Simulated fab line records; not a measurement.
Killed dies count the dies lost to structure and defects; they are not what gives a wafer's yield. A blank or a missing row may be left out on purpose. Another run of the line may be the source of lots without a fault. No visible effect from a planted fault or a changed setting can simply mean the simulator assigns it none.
Which tool did it? | flow sky130 | 6 lots with 18 wafers sampled at 4 steps, on a route of 708 steps

WHAT EACH GAUGE READ, for each wafer
SKY_CAP2M_THK_MEAS_01.
lot  | measured     | on            | CAP2M_CVD_00_THK (nm)
L273 | day 40 06:56 | film metro-04 | 14.79 15.76 14.95
L283 | day 43 10:35 | film metro-03 | 15.25 15.53 15.64
L286 | day 43 21:01 | film metro-03 | 15.34 15.53 15.66
L288 | day 44 08:30 | film metro-04 | 15.83 15.77 16.05
L292 | day 45 13:23 | film metro-03 | 15.36 15.79 15.15
L294 | day 45 20:22 | film metro-04 | 15.91 15.78 15.98

TOOL THAT RAN EACH LOT (tool first, then ch and the chambers of the sampled wafers, then the start)
lot  | SKY_VIA3_SPUTTER_20          | SKY_VIA3_CVD_21               | SKY_METAL4_SPUTTER_00
L273 | pvd sputter-04, day 40 06:06 | cvd w-01 ch 0,1, day 40 06:10 | pvd sputter-03, day 40 06:46
L283 | pvd sputter-03, day 43 09:44 | cvd w-02 ch 0,1, day 43 09:50 | pvd sputter-01, day 43 10:24
L286 | pvd sputter-03, day 43 20:10 | cvd w-01 ch 0, day 43 20:14   | pvd sputter-03, day 43 20:50
L288 | pvd sputter-02, day 44 07:38 | cvd w-01 ch 0,1, day 44 07:43 | pvd sputter-01, day 44 08:19
L292 | pvd sputter-04, day 45 12:33 | cvd w-02 ch 0,1, day 45 12:37 | pvd sputter-02, day 45 13:13
L294 | pvd sputter-04, day 45 19:30 | cvd w-01 ch 0,1, day 45 19:37 | pvd sputter-01, day 45 20:10
- SKY_VIA3_SPUTTER_20: material TiN, target thk 20 nm, time 80 s.
- SKY_VIA3_CVD_21: deposits W, target thk 390 nm, time 117.31 s.
- SKY_METAL4_SPUTTER_00: material Ti, target thk 15 nm, time 10 s.

THE ANSWER, worked out from the rows above alone
Rule: the usual values come from the lots themselves. The widest of any qualifying gaps counts: lots, ordered by their means at a reading, are off when they make up no more than a third of the lots, leave a main group of 4 or more, and stand apart from it by 3 or more times the standard deviation of that group's means. A main group whose means are all the same, to the digits that the tables above print for the reading, isn't used. Also off: a lot with no number at a reading for which 4 or more lots have one. Any other lot the step has rows for is counted as sound.
None of the lots is off at any reading shown; this tells nothing.

WHAT THE SIMULATOR PUT IN
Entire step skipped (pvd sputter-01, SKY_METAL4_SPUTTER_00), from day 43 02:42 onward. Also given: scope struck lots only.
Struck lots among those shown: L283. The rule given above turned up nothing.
